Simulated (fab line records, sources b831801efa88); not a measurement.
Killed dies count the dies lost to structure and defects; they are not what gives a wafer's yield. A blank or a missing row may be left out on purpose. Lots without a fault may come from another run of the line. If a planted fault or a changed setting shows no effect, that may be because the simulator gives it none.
Which tool did it? + flow sky130 + Sampling: 24 lots, 72 wafers, 2 of 708 route steps

## WHAT EACH GAUGE READ, for each wafer
SKY_VIA1_THK_MEAS_23: measures by xrf.
| lot  | measured     | on            | VIA1_W_THK (nm)   |
|------|--------------|---------------|-------------------|
| L074 | day 33 23:28 | film metro-01 | 272.1 270.9 273.4 |
| L075 | day 34 07:02 | film metro-01 | 275.0 278.3 272.1 |
| L076 | day 34 10:57 | film metro-01 | 274.1 273.9 276.6 |
| L077 | day 34 20:24 | film metro-04 | 271.4 273.1 273.7 |
| L078 | day 35 10:46 | film metro-04 | 275.1 274.8 272.9 |
| L079 | day 35 13:45 | film metro-02 | 276.2 275.4 276.6 |
| L080 | day 36 04:40 | film metro-01 | 277.2 273.5 272.8 |
| L081 | day 36 07:50 | film metro-02 | 272.5 272.2 276.0 |
| L082 | day 36 12:37 | film metro-02 | 270.2 275.8 273.6 |
| L083 | day 37 03:25 | film metro-01 | 273.0 273.5 271.7 |
| L084 | day 37 12:12 | film metro-04 | 274.7 277.4 273.7 |
| L085 | day 37 14:36 | film metro-02 | 267.4 265.1 271.0 |
| L086 | day 38 00:08 | film metro-04 | 275.0 273.9 275.6 |
| L087 | day 38 07:37 | film metro-04 | 273.3 281.2 272.2 |
| L088 | day 38 11:04 | film metro-02 | 266.6 270.6 271.4 |
| L089 | day 38 22:27 | film metro-01 | 269.2 270.1 272.4 |
| L090 | day 39 07:10 | film metro-02 | 268.4 269.8 271.2 |
| L092 | day 39 17:26 | film metro-04 | 272.9 273.0 271.9 |
| L091 | day 39 21:04 | film metro-04 | 273.8 276.3 274.0 |
| L093 | day 40 01:10 | film metro-01 | 271.1 273.5 274.9 |
| L094 | day 40 05:55 | film metro-01 | 275.1 276.7 276.1 |
| L095 | day 40 12:49 | film metro-02 | 272.8 274.1 275.3 |
| L096 | day 40 18:16 | film metro-01 | 276.8 273.9 272.9 |
| L097 | day 41 00:20 | film metro-04 | 275.8 276.8 276.2 |

SKY_VIA2_CD_MEAS_12: the cd target is 200 nm.
| lot  | measured     | on        | cd nm (nm)        |
|------|--------------|-----------|-------------------|
| L074 | day 36 07:07 | cd sem-01 | 201.5 200.4 200.6 |
| L075 | day 36 13:07 | cd sem-02 | 202.3 201.1 202.0 |
| L076 | day 36 16:26 | cd sem-02 | 198.8 198.2 199.1 |
| L077 | day 37 02:26 | cd sem-01 | 199.8 199.1 199.7 |
| L078 | day 37 16:38 | cd sem-02 | 200.5 200.7 200.4 |
| L079 | day 37 19:44 | cd sem-01 | 202.2 200.2 201.4 |
| L080 | day 38 10:55 | cd sem-01 | 201.0 200.5 200.6 |
| L081 | day 38 12:23 | cd sem-01 | 199.4 198.8 199.3 |
| L082 | day 38 18:17 | cd sem-02 | 201.7 201.3 201.6 |
| L083 | day 39 08:23 | cd sem-02 | 201.6 201.9 202.2 |
| L084 | day 39 14:50 | cd sem-01 | 199.1 200.7 200.9 |
| L085 | day 39 18:14 | cd sem-02 | 199.2 200.2 201.0 |
| L086 | day 40 05:04 | cd sem-02 | 200.9 199.6 200.8 |
| L087 | day 40 10:35 | cd sem-02 | 200.1 199.8 201.0 |
| L088 | day 40 14:16 | cd sem-02 | 197.9 197.6 198.0 |
| L089 | day 41 00:39 | cd sem-02 | 201.3 201.4 201.9 |
| L090 | day 41 08:43 | cd sem-02 | 199.9 200.5 198.9 |
| L092 | day 41 19:17 | cd sem-02 | 196.9 199.4 198.6 |
| L091 | day 41 23:03 | cd sem-01 | 202.0 202.5 201.0 |
| L093 | day 42 03:20 | cd sem-01 | 199.3 198.4 199.9 |
| L094 | day 42 06:49 | cd sem-01 | 198.6 199.3 199.2 |
| L095 | day 42 14:25 | cd sem-01 | 203.8 202.4 202.8 |
| L096 | day 42 19:43 | cd sem-01 | 199.2 200.3 200.5 |
| L097 | day 43 02:05 | cd sem-02 | 202.6 200.5 200.8 |

## TOOL THAT RAN EACH LOT (tool first, then ch and the chambers of the sampled wafers, then the start)
No process step before these readings appears in the record.

## AS READ BY THE TOOLS THEMSELVES (means over the sampled wafers that have a number; for cases with no such wafer, the mark the record gives instead)
The record holds no such reading with a usual standard deviation.

## THE ANSWER, worked out from the rows above alone
Rule: what is usual is taken from the lots themselves. Put in order of their means at a reading, lots are off if they are a third of the lots or fewer, leave a main group of 4 or more, and stand apart from it by a gap of 3 or more times the standard deviation of the main group's means; of several such gaps the widest counts. The tables above print the reading to a certain number of digits; a main group whose means all agree to those digits is not used. A lot without any number at a reading at which 4 lots or more have one is off too. Where the step has rows for the other lots, those lots are counted as sound. First the gauges in route order, then the tools' own readings, where a lot's mean is used as printed above. The first step at which some lot is off is used, and at that step the reading that is off furthest; a lot without a number counts as furthest.
Nothing can be told from this: no lot is off at any reading shown.

## WHAT HAD BEEN PUT IN BY THE SIMULATOR
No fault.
